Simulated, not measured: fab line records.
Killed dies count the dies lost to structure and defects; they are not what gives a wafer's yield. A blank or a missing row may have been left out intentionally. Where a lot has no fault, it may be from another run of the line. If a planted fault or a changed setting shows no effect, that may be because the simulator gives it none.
Chamber matching / flow sky130 / SKY_VIA2_ETCH_15 on rieDiel-04 has 4 sister chambers
The step etches SiO2 in C4F8/O2/Ar, stops on TiN, target depth 546 nm, time 84 s. 7 wafers are shown with their chamber, then 7 later ones without.

WAFERS WITH THEIR CHAMBER
wafer=L075.6; chamber=0; rfFwdPowerW (W)=1490; oesProductAu (a.u.)=0.937
wafer=L084.3; chamber=3; rfFwdPowerW (W)=1492; oesProductAu (a.u.)=0.938
wafer=L084.6; chamber=3; rfFwdPowerW (W)=1491; oesProductAu (a.u.)=0.942
wafer=L087.2; chamber=2; rfFwdPowerW (W)=1490; oesProductAu (a.u.)=0.947
wafer=L087.4; chamber=1; rfFwdPowerW (W)=1487; oesProductAu (a.u.)=0.934
wafer=L090.1; chamber=2; rfFwdPowerW (W)=1486; oesProductAu (a.u.)=0.937
wafer=L090.4; chamber=1; rfFwdPowerW (W)=1485; oesProductAu (a.u.)=0.938

WAFERS WHOSE CHAMBER IS MISSING
wafer=L090.6; rfFwdPowerW (W)=1495; oesProductAu (a.u.)=0.937
wafer=L091.4; rfFwdPowerW (W)=1492; oesProductAu (a.u.)=0.937
wafer=L091.5; rfFwdPowerW (W)=1486; oesProductAu (a.u.)=0.933
wafer=L091.6; rfFwdPowerW (W)=1488; oesProductAu (a.u.)=0.936
wafer=L092.4; rfFwdPowerW (W)=1487; oesProductAu (a.u.)=0.941
wafer=L092.5; rfFwdPowerW (W)=1482; oesProductAu (a.u.)=0.948
wafer=L092.6; rfFwdPowerW (W)=1494; oesProductAu (a.u.)=0.945

WHICH CHAMBER EACH WENT THROUGH
wafer=L090.6; from the rows above=can't be placed: 3 or 0 or 2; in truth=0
wafer=L091.4; from the rows above=can't be placed: 3 or 0 or 2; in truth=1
wafer=L091.5; from the rows above=can't be placed: 1 or 2 or 0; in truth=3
wafer=L091.6; from the rows above=can't be placed: 1 or 0 or 2 or 3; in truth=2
wafer=L092.4; from the rows above=can't be placed: 2 or 1 or 0 or 3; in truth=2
wafer=L092.5; from the rows above=can't be placed: 1 or 2 or 0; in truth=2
wafer=L092.6; from the rows above=can't be placed: 3 or 0 or 2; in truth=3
Correctly placed: 0 of 7. These rows do not allow placing 7 (true chamber among the candidates in 5). Wrongly placed: 0.
How it was worked out, from the rows above alone: a wafer's distance from a chamber is the root of the sum, over the readings, of the square of ((its reading less the chamber's mean) divided by the reading's scatter). The wafer belongs to the nearest chamber; if the next one is less than 2 further off, it can't be placed. Each chamber's mean is taken over the wafers shown for it. The scatter: take each reading less its chamber's mean, square it, sum over the shown wafers, divide by the number of wafers less the number of chambers, and take the root.
